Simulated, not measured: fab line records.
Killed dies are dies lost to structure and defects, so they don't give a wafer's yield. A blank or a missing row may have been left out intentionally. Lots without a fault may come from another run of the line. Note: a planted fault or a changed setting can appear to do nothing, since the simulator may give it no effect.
A lot that was struck, set against a sound lot | flow sfq-line | 42 out of 325 route steps
Sound: wafers L292.2, L292.3, L292.5. Struck: wafers L306.2, L306.5. (L306.1 of the same lot was not struck and is left out.) The cause comes at the end.
At each step with rows: each side's tool, then ch and its chambers, then its first start. Under that, the readings that differ: sound wafers | struck wafers | difference of the means | sigmas: that difference in standard deviations of wafers without a fault.
alike: readings with means less than 2 such deviations apart, plus words and numbers identical on both sides. not compared: withheld readings, readings lacking a value on some wafer, bounds such as >300 that could conceal the same value, and numbers that have no deviation in the record and whose values overlap.
A row with sigmas, a row that says differs or no value, or rows on one side alone: a step with any of these is where the two part. Numbers that have no deviation but don't overlap get no sigmas and don't part them. Lack of a reading on every wafer of one side parts them only where that side has two or more wafers.

first, 6 steps without rows for these wafers: SFQ_TRILAYER_M4_LITHO_COAT_098 (resist thk 62 nm); SFQ_TRILAYER_M4_LITHO_COAT_093 (resist thk 600 nm); SFQ_TRILAYER_M4_LITHO_SOFTBAKE_097; SFQ_TRILAYER_M4_LITHO_EXPOSE_094 (exposes mask M4, target cd 500 nm); SFQ_TRILAYER_M4_LITHO_PEB_096 (peb time 60 s); SFQ_TRILAYER_M4_LITHO_DEVELOP_095 (time 60 s).
SFQ_M4_OVL_MEAS_926:
  sound on overlay-01, day 47 15:02; struck on overlay-01, day 54 05:17
  alike: M4_OVL
then, 1 step without rows for these wafers: SFQ_TRILAYER_M4_BARC_OPEN_METAL_ETCH_123 (etches BARC in O2, target depth 125 nm, time 41.7 s).
SFQ_TRILAYER_M4_ETCH_METAL_ETCH_096: etches Nb in Cl2/Ar, stops on SiO2, target depth 240 nm, time 120 s.
  sound on rie-metal-04 ch 0,1, day 47 15:08; struck on rie-metal-02 ch 0,1, day 54 05:23
  alike: bias-w, drypump-motor-current-A, oes-product-au
  not compared: rf-hours-counter-h
SFQ_TRILAYER_M4_STRIP_STRIP_097: strips in O2.
  sound on rie-metal-04 ch 0,1, day 47 15:15; struck on rie-metal-02 ch 0,1, day 54 05:31
  alike: drypump-motor-current-A, oes-product-au
  not compared: rf-hours-counter-h
then, 1 step without rows for these wafers: SFQ_TRILAYER_M4_STRIP_SOLV_CLEAN_098 (cleans in NMP, time 600 s).
SFQ_TRILAYER_I4_DEP_PECVD_099: deposits SiO2 from SiH4/N2O, time 111.11 s, target thk 500 nm.
  sound on pecvd-03 ch 1,2, day 47 16:02; struck on pecvd-03 ch 1,2, day 54 06:17
  alike: heater-power-w, showerhead-vpp-V, throttle-valve-pct
SFQ_TRILAYER_I4_CMP_CMP_100: polishes SiO2.
  sound on cmp-02 ch 0,3, day 47 16:07; struck on cmp-02 ch 0,3, day 54 15:31
  reading                                             | sound             | struck      | difference | sigmas
  time-to-endpoint-s (s)                              | 221 204 238       | 243 269     | +35        | +4
  model.SiO2_of_TRILAYER_I4_DEP_PECVD_099.thk-nm (nm) | 200.8 199.6 201.7 | 148.9 150.3 | -51.1      |
  alike: edge-zone-pressure-frac, motor-current-A, slurry-flow-ml-min
SFQ_I4_BOW_MEAS_927:
  sound on film-metro-03, day 47 19:08; struck on film-metro-04, day 54 17:01
  alike: I4_BOW
SFQ_TRILAYER_I4_METRO_MEASURE_101:
  sound on film-metro-03, day 47 19:26; struck on film-metro-04, day 54 17:08
  reading     | sound             | struck      | difference | sigmas
  thk-nm (nm) | 200.6 199.5 201.7 | 148.9 150.3 | -51.0      | -42
then, 6 steps without rows for these wafers: SFQ_TRILAYER_I4_VIA_LITHO_COAT_108 (resist thk 62 nm); SFQ_TRILAYER_I4_VIA_LITHO_COAT_103 (resist thk 650 nm); SFQ_TRILAYER_I4_VIA_LITHO_SOFTBAKE_107; SFQ_TRILAYER_I4_VIA_LITHO_EXPOSE_104 (exposes mask I4, target cd 700 nm); SFQ_TRILAYER_I4_VIA_LITHO_PEB_106 (peb time 60 s); SFQ_TRILAYER_I4_VIA_LITHO_DEVELOP_105 (time 60 s).
-- the record jumps here: 4 days lie between the struck wafers' starts before and after --
SFQ_I4_OVL_MEAS_928:
  sound on overlay-01, day 49 04:53; struck on overlay-02, day 58 22:59
  alike: I4_OVL
then, 1 step without rows for these wafers: SFQ_TRILAYER_I4_VIA_BARC_OPEN_VIA_ETCH_146 (etches BARC in O2, target depth 125 nm, time 41.7 s).
SFQ_TRILAYER_I4_VIA_ETCH_VIA_ETCH_106: etches SiO2 in CHF3, stops on Nb, target depth 260 nm.
  sound on rie-diel-04 ch 0,3, day 49 04:58; struck on rie-diel-02 ch 0,3, day 58 23:04
  reading                        | sound             | struck      | difference | sigmas
  oes-product-au (a.u.)          | 0.861 0.858 0.857 | 0.731 0.745 | -0.121     | -23
  model.I4.feature-depth-nm (nm) | 200.8 199.6 201.7 | 148.9 150.3 | -51.1      |
  model.etch.depth-nm (nm)       | 200.8 199.6 201.7 | 148.9 150.3 | -51.1      |
  alike: bias-w, drypump-motor-current-A
then, 6 steps without rows for these wafers: SFQ_TRILAYER_I4_VIA_STRIP_STRIP_107 (strips in O2); SFQ_TRILAYER_I4_VIA_STRIP_SOLV_CLEAN_108 (cleans in NMP, time 600 s); SFQ_TRILAYER_JJ_TRILAYER_DEP_PRE_CLEAN_113 (time 22.5 s); SFQ_TRILAYER_JJ_TRILAYER_DEP_SPUTTER_109 (material Nb, target thk 150 nm, time 100 s); SFQ_TRILAYER_JJ_TRILAYER_DEP_SPUTTER_110 (material Al, target thk 8 nm, time 10 s); SFQ_TRILAYER_JJ_TRILAYER_DEP_AL_OXIDATION_111 (oxidation time 600 s).
SFQ_TRILAYER_JJ_TRILAYER_DEP_SPUTTER_112: material Nb, target thk 170 nm, time 113.3 s.
  sound on pvd-sputter-03, day 49 07:09; struck on pvd-sputter-04, day 59 01:41
  alike: base-pressure-pa, throttle-valve-pct
SFQ_JJ_RS_MEAS_929: the measuring method here is four-point-probe.
  sound on film-metro-04, day 49 07:15; struck on film-metro-02, day 59 01:46
  alike: JJ_NB_RS
then, 6 steps without rows for these wafers: SFQ_TRILAYER_JJ_CE_LITHO_COAT_119 (resist thk 62 nm); SFQ_TRILAYER_JJ_CE_LITHO_COAT_114 (resist thk 600 nm); SFQ_TRILAYER_JJ_CE_LITHO_SOFTBAKE_118; SFQ_TRILAYER_JJ_CE_LITHO_EXPOSE_115 (exposes mask J5, target cd 700 nm); SFQ_TRILAYER_JJ_CE_LITHO_PEB_117 (peb time 60 s); SFQ_TRILAYER_JJ_CE_LITHO_DEVELOP_116 (time 60 s).
-- the record jumps here: 4 days lie between the struck wafers' starts before and after --
SFQ_JJ_OVL_MEAS_931:
  sound on overlay-02, day 54 17:18; struck on overlay-01, day 62 21:29
  alike: J5_OVL
then, 1 step without rows for these wafers: SFQ_TRILAYER_JJ_CE_METRO_MEASURE_117.
SFQ_TRILAYER_JJ_CE_BARC_OPEN_RIE_150: chemistry O2, target BARC, target depth 240 nm, time 80 s.
  sound on rie-metal-04 ch 0,1, day 54 18:32; struck on rie-metal-03 ch 0, day 62 22:43
  alike: bias-w, drypump-motor-current-A, oes-product-au
  not compared: rf-hours-counter-h
SFQ_TRILAYER_M5_ETCH_METAL_ETCH_126: etches Nb in Cl2/BCl3, stops on SiO2, time 203.2 s, target depth 265 nm.
  sound on rie-metal-03 ch 0,1, day 54 22:21; struck on rie-metal-01 ch 0,1, day 63 07:08
  reading                                             | sound             | struck      | difference | sigmas
  model.SiO2_of_TRILAYER_I4_DEP_PECVD_099.thk-nm (nm) | 180.9 179.6 182.5 | 129.6 130.8 | -50.8      |
  alike: bias-w, drypump-motor-current-A, oes-product-au
  not compared: rf-hours-counter-h

== WHERE THEY PART ==
At SFQ_TRILAYER_I4_CMP_CMP_100 first; at SFQ_TRILAYER_I4_VIA_ETCH_VIA_ETCH_106 last (within this record only). Later steps at which nothing parts them and some readings are alike: SFQ_TRILAYER_JJ_TRILAYER_DEP_SPUTTER_112, SFQ_JJ_RS_MEAS_929, SFQ_JJ_OVL_MEAS_931, SFQ_TRILAYER_JJ_CE_BARC_OPEN_RIE_150, SFQ_TRILAYER_M5_ETCH_METAL_ETCH_126.

WHY: what the simulator had put in
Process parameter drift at SFQ_TRILAYER_I4_CMP_CMP_100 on cmp-02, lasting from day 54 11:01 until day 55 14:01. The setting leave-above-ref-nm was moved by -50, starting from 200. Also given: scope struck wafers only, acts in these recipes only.
